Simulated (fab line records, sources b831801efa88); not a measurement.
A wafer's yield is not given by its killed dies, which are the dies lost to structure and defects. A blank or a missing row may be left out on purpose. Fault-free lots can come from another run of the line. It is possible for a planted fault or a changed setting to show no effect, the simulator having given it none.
A single fault, viewed from 2 desks ; flow gf180mcu ; only its own numbers are on each desk; what lay behind them is given at the end

## AT THE METROLOGY DESK
Lot by lot, what the gauges showed, no matter which tool ran the lot: averages of those sampled wafers that carry a number. The brackets show how far a lot's mean lies from the usual mean; more than 4 standard deviations puts the lot out of limits, marked OUT.
Columns: A = V1_CVD_00_THK at GF_V1_THK_MEAS_01, usual 598 nm; B = V1_CVD_02_THK at GF_V1_THK_MEAS_03, usual 848 nm; C = V1_BOW at GF_V1_BOW_MEAS_05, usual 82 um; D = cdNm at GF_V1_CD_MEAS_14, usual 259.9 nm; E = V1_OVL at GF_V1_OVL_MEAS_15, usual 0 nm
lot;first seen here;A;B;C;D;E
L660;day 19 04:20;595;846;77;261.1;-6
L666;day 21 06:31;594;854;85;260.1;0
L676;day 24 18:41;597;846;78;267.3 (+6.2) OUT;6
L677;day 25 00:27;602;856;87;259.4;-4
L678;day 25 14:08;598;842;76;260.0;-2
This desk's finding: out of limits on L676; first on L676, day 25 16:53 (cdNm at GF_V1_CD_MEAS_14). L660, L666, L677, L678: within limits.

## FOR THE TOOL OWNER'S DESK: krfScanner-01
The tool's own readings at GF_V1_EXPOSE_11 (exposes mask Via1, target cd 260 nm): means of the sampled wafers that have a number, for each lot that ran on this tool. The brackets show how far a lot's mean lies from the usual mean; more than 4 standard deviations puts the lot out of limits, marked OUT.
Columns: A = exposureDoseMJCm2 at GF_V1_EXPOSE_11, usual 37.98; B = focusOffsetNm at GF_V1_EXPOSE_11, usual 0.1 nm; C = reticleTempC at GF_V1_EXPOSE_11, usual 22.99 C
lot;first seen here;A;B;C
L660;day 19 17:17;37.99;-0.5;23.02
L676;day 25 06:14;36.81 (-33) OUT;0.3;22.93
This desk's finding: out of limits on L676; first on L676, day 25 06:14 (exposureDoseMJCm2 at GF_V1_EXPOSE_11). L660: within limits.

## ALL TOGETHER
The tool owner's desk had the chance to raise an alarm at day 25 06:14 on L676.
At day 25 16:53 the metrology desk could have sounded an alarm, on L676.
Every lot named ran GF_V1_EXPOSE_11 on krfScanner-01.

## WHAT THE SIMULATOR HAD PUT IN
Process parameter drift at GF_V1_EXPOSE_11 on krfScanner-01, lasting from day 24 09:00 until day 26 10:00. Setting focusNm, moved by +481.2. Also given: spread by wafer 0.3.
Struck lots among those shown: L676.
Delay (hours) between the fault's onset and each desk's first out-of-limits reading: 21 at the tool owner's desk, 32 at the metrology desk.
